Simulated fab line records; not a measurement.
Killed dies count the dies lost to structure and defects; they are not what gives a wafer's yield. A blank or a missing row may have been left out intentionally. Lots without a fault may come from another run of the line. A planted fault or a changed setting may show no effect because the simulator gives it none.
A lot that was struck, set against a sound lot | flow sky130 | 23 steps out of a route of 708
Sound: these wafers, L466.1, L466.2, L466.4. The struck wafers were L481.1, L481.3, L481.6. The cause is named last.
Each step with rows lists, per side, the tool, then ch with its chambers, then its first start. Under that, the readings that differ: sound wafers | struck wafers | difference of the means | sigmas: that difference in standard deviations of wafers without a fault.
alike: same words and numbers on both sides, and readings whose means sit less than 2 such deviations apart. not compared: any withheld reading, any reading some wafer has no value for, any bound like >300 that may hide the same value, and any number with overlapping values for which the record gives no deviation.
The two part at a step that has a row with sigmas, a row that says differs or no value, or rows on one side only. Non-overlapping numbers with no deviation appear without sigmas and do not part them. A reading that every wafer of one side lacks parts them only if that side has two wafers or more.

first, 5 steps without rows for these wafers: SKY_LDD_HVP_COAT_02 (resist thk 300 nm); SKY_LDD_HVP_SOFTBAKE_03 (time 60 s); SKY_LDD_HVP_EXPOSE_04 (exposes mask HVPTM, target cd 700 nm); SKY_LDD_HVP_PEB_05; SKY_LDD_HVP_DEVELOP_06 (develop time 60 s).
SKY_LDD_HVP_OVL_MEAS_07:
  struck on overlay-02, day 28 16:31; sound on overlay-01, day 23 22:46
  alike: LDD_HVP_OVL
following that, these wafers have no rows for 1 step: SKY_LDD_HVP_IMPLANT_08.
SKY_LDD_HVP_STRIP_09: strips in O2/N2.
  sound on plasma asher-03 ch 0,1, day 23 22:56; struck on plasma asher-03 ch 1, day 28 16:42
  alike: drypump motor current A, oes product au, strip time to endpoint s
  not compared: rf hours counter h
SKY_LDD_HVP_TW_MEAS_10:
  struck on film metro-02, day 28 16:48; sound on film metro-04, day 23 23:02
  alike: LDD_HVP_TW
then, 3 steps without rows for these wafers: SKY_LDD_LDN_DEHYDRATE_00 (time 60 s); SKY_LDD_LDN_HMDS_01 (prime time 60 s); SKY_LDD_LDN_COAT_02 (resist thk 1140 nm).
SKY_LDD_LDN_SOFTBAKE_03: time 60 s.
  sound on litho track-01 ch 0, day 24 14:11; struck on litho track-03 ch 0, day 29 07:08
  reading                  | sound             | struck            | difference | sigmas
  heater power total W (W) | 56.62 56.63 56.60 | 53.33 53.37 53.35 | -3.27      | -71
  plate temp C (C)         | 89.93 90.21 90.10 | 86.35 86.42 86.27 | -3.73      | -29
  alike: chill plate temp C
then, 2 steps without rows for these wafers: SKY_LDD_LDN_EXPOSE_04 (exposes mask LDNTM, target cd 700 nm); SKY_LDD_LDN_PEB_05.
SKY_LDD_LDN_DEVELOP_06: develop time 60 s.
  sound on litho track-04 ch 0, day 25 05:55; struck on litho track-01 ch 0, day 29 21:08
  reading                                      | sound          | struck         | difference | sigmas
  model.NOVOLAK_of_LDD_LDN_COAT_02.thk nm (nm) | 1145 1139 1143 | 1148 1148 1146 | +5         |
  alike: chill plate temp C
SKY_LDD_LDN_OVL_MEAS_07:
  struck on overlay-01, day 29 21:17; sound on overlay-01, day 25 06:04
  alike: LDD_LDN_OVL
then, 4 steps without rows for these wafers: SKY_LDD_LDN_IMPLANT_08; SKY_LDD_LDN_IMPLANT_09; SKY_LDD_LDN_IMPLANT_10; SKY_LDD_LDN_IMPLANT_11.
SKY_LDD_LDN_STRIP_12: strips in O2/N2.
  sound on plasma asher-03 ch 0,1, day 25 06:42; struck on plasma asher-01 ch 1, day 29 21:55
  alike: drypump motor current A, oes product au, strip time to endpoint s
  not compared: rf hours counter h
SKY_LDD_LDN_TW_MEAS_13:
  struck on film metro-02, day 29 22:01; sound on film metro-03, day 25 06:48
  reading    | sound          | struck         | difference | sigmas
  LDD_LDN_TW | 1477 1479 1480 | 1453 1450 1450 | -28        | -3

== WHERE THEY PART ==
Last at SKY_LDD_LDN_TW_MEAS_13 as far as this record goes, first at SKY_LDD_LDN_SOFTBAKE_03.

WHY: the cause the simulator had injected
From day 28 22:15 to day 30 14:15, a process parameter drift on litho track-03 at SKY_LDD_LDN_SOFTBAKE_03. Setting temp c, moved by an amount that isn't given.
